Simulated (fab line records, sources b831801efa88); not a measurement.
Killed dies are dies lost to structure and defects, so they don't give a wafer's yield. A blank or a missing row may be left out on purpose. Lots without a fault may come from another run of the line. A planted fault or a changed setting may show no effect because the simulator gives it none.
Chamber matching | flow sfq_line | SFQ_TRILAYER_A5B_DEP_PECVD_129 on pecvd-04: 3 sister chambers
The step deposits SiO2 from SiH4/N2O, time 133.33 s, target thk 600 nm. 16 wafers are shown with their chamber, then 8 later ones without.

WAFERS WITH THEIR CHAMBER
wafer  | chamber | heater_power_outer_w (W) | heater_power_w (W) | throttle_valve_pct (%)
L543.1 | 0       | 34                       | 80                 | 25.7
L543.4 | 1       | 32                       | 88                 | 25.0
L543.5 | 2       | 21                       | 69                 | 25.4
L545.3 | 1       | 31                       | 86                 | 25.0
L545.4 | 1       | 33                       | 89                 | 25.2
L545.5 | 0       | 29                       | 75                 | 25.5
L549.1 | 2       | 22                       | 71                 | 25.3
L549.4 | 1       | 37                       | 96                 | 25.0
L549.5 | 2       | 23                       | 73                 | 25.4
L551.3 | 0       | 37                       | 87                 | 25.5
L551.4 | 0       | 39                       | 91                 | 25.2
L551.5 | 1       | 34                       | 89                 | 25.2
L561.2 | 1       | 36                       | 95                 | 22.8
L561.4 | 1       | 37                       | 98                 | 22.8
L561.6 | 2       | 23                       | 72                 | 23.5
L562.2 | 2       | 25                       | 75                 | 23.5

SIGNATURES (means of the wafers above)
reading              | chamber 0 | chamber 1 | chamber 2 | scatter within a chamber
heater_power_outer_w | 34.75     | 34.29     | 22.80     | 2.79
heater_power_w       | 83.25     | 91.57     | 72.00     | 4.82
throttle_valve_pct   | 25.475    | 24.429    | 24.620    | 0.952
Rule: a wafer's distance from a chamber is the root of the sum, over the readings, of the square of ((its reading less the chamber's mean) divided by the reading's scatter). The wafer belongs to the nearest chamber; if the next one is less than 2 further off, it can't be placed. The scatter: the root of (the sum of the squares of (reading less its chamber's mean) over the shown wafers, divided by (wafers less chambers)).

WAFERS WITHOUT THEIR CHAMBER
wafer  | heater_power_outer_w (W) | heater_power_w (W) | throttle_valve_pct (%)
L562.3 | 28                       | 77                 | 22.8
L562.4 | 14                       | 62                 | 23.5
L563.3 | 32                       | 89                 | 23.0
L563.4 | 39                       | 90                 | 22.9
L563.6 | 35                       | 94                 | 23.2
L564.1 | 37                       | 96                 | 23.1
L564.3 | 33                       | 86                 | 23.2
L564.6 | 40                       | 99                 | 22.9

WHICH CHAMBER EACH WENT THROUGH
wafer  | from the rows above          | in truth
L562.3 | can't be placed: 2 or 0 or 1 | 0
L562.4 | 2                            | 2
L563.3 | can't be placed: 1 or 0      | 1
L563.4 | can't be placed: 1 or 0      | 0
L563.6 | can't be placed: 1 or 0      | 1
L564.1 | can't be placed: 1 or 0      | 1
L564.3 | can't be placed: 1 or 0      | 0
L564.6 | can't be placed: 1 or 0      | 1
Placed correctly: 1 of 8. Can't be placed from these rows: 7 (the true chamber is among the candidates in 7). Placed wrongly: 0.
